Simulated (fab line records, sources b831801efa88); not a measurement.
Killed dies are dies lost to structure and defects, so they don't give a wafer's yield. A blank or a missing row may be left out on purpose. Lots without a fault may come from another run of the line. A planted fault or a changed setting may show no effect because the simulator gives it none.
A struck lot beside a sound one | flow gf180mcu | 15 steps out of a route of 602
Sound: wafers L559.1, L559.2, L559.3. Struck: wafers L555.2, L555.5, L555.6. The cause comes at the end.
At each step with rows: each side's tool, then ch and its chambers, then its first start. Under that, the readings that differ: sound wafers | struck wafers | difference of the means | sigmas: that difference in standard deviations of wafers without a fault.
alike: readings whose means differ by less than 2 such deviations, and words and numbers that are the same on both sides. not compared: withheld readings, readings that some wafer has no value for, bounds like >300 that may hide the same value, and numbers for which the record gives no deviation and whose values overlap.
The two part at a step that has a row with sigmas, a row that says differs or no value, or rows on one side only. Numbers that don't overlap but have no deviation are shown without sigmas and don't part them. A reading that every wafer of one side lacks parts them only if that side has two wafers or more.

first, 1 step without rows for these wafers: GF_TOP_METAL_CLEAN_19 (cleans in DIW).
GF_PASSIVATION_CVD_00: deposits SiO2 from TEOS, target thk 1000 nm, time 111.95 s.
  sound on pecvd-02 ch 0,1,2, day 31 16:40; struck on pecvd-04 ch 0,1, day 30 13:16
  alike: heater_power_w, susceptor_temp_C
GF_PASSIVATION_THK_MEAS_01:
  sound on film_metro-01, day 31 16:44; struck on film_metro-01, day 30 13:21
  alike: PASSIVATION_CVD_00_THK
GF_PASSIVATION_CVD_02: deposits Si3N4, target thk 700 nm, time 486.18 s.
  sound on pecvd-04 ch 1,2, day 31 16:48; struck on pecvd-03 ch 0,2, day 30 13:24
  reading              | sound                | struck               | difference | sigmas
  susceptor_temp_C (C) | 399.92 399.48 399.80 | 400.30 400.46 399.98 | +0.51      | +2
  alike: heater_power_w
GF_PASSIVATION_THK_MEAS_03:
  sound on film_metro-03, day 31 17:14; struck on film_metro-02, day 30 13:41
  alike: PASSIVATION_CVD_02_THK
then, 7 steps without rows for these wafers: GF_PASSIVATION_DEHYDRATE_04 (time 60 s); GF_PASSIVATION_HMDS_05 (prime time 60 s); GF_PASSIVATION_COAT_06 (resist thk 4000 nm); GF_PASSIVATION_SOFTBAKE_07; GF_PASSIVATION_EXPOSE_08 (exposes mask Pad, target cd 40000 nm); GF_PASSIVATION_PEB_09; GF_PASSIVATION_DEVELOP_10 (develop time 60 s).
GF_PASSIVATION_ETCH_11: etches the open film in CF4/O2, stops on TiN, target depth 2040 nm, time 453.3 s.
  sound on rie_diel-01 ch 0,1,3, day 32 10:14; struck on rie_diel-02 ch 0,1,3, day 31 07:38
  reading                                       | sound             | struck            | difference | sigmas
  oes_product_au (a.u.)                         | 0.988 0.992 0.985 | 0.835 0.844 0.841 | -0.148     | -30
  throttle_valve_pct (%)                        | 5.972 5.955 5.957 | 5.948 5.930 5.931 | -0.025     | -3
  model.coat_of_PASSIVATION_COAT_06.thk_nm (nm) | 2644 2638 2649    | 2982 2989 2992    | +344       |
  alike: bias_w, drypump_motor_current_A
  not compared: rf_hours_counter_h
GF_PASSIVATION_STRIP_12: strips in O2/N2.
  sound on plasma_asher-04 ch 0,1, day 32 10:31; struck on plasma_asher-02 ch 0,1, day 31 07:55
  reading                      | sound             | struck            | difference | sigmas
  strip_time_to_endpoint_s (s) | 33.00 32.93 33.06 | 36.86 36.94 36.97 | +3.93      | +23
  alike: drypump_motor_current_A, heater_power_w, oes_product_au
  not compared: rf_hours_counter_h
then, 1 step without rows for these wafers: GF_PASSIVATION_ANNEAL_13 (time 1800 s).

WHERE THEY PART
First at GF_PASSIVATION_CVD_02; last, within this record, at GF_PASSIVATION_STRIP_12.

WHY: what the simulator had put in
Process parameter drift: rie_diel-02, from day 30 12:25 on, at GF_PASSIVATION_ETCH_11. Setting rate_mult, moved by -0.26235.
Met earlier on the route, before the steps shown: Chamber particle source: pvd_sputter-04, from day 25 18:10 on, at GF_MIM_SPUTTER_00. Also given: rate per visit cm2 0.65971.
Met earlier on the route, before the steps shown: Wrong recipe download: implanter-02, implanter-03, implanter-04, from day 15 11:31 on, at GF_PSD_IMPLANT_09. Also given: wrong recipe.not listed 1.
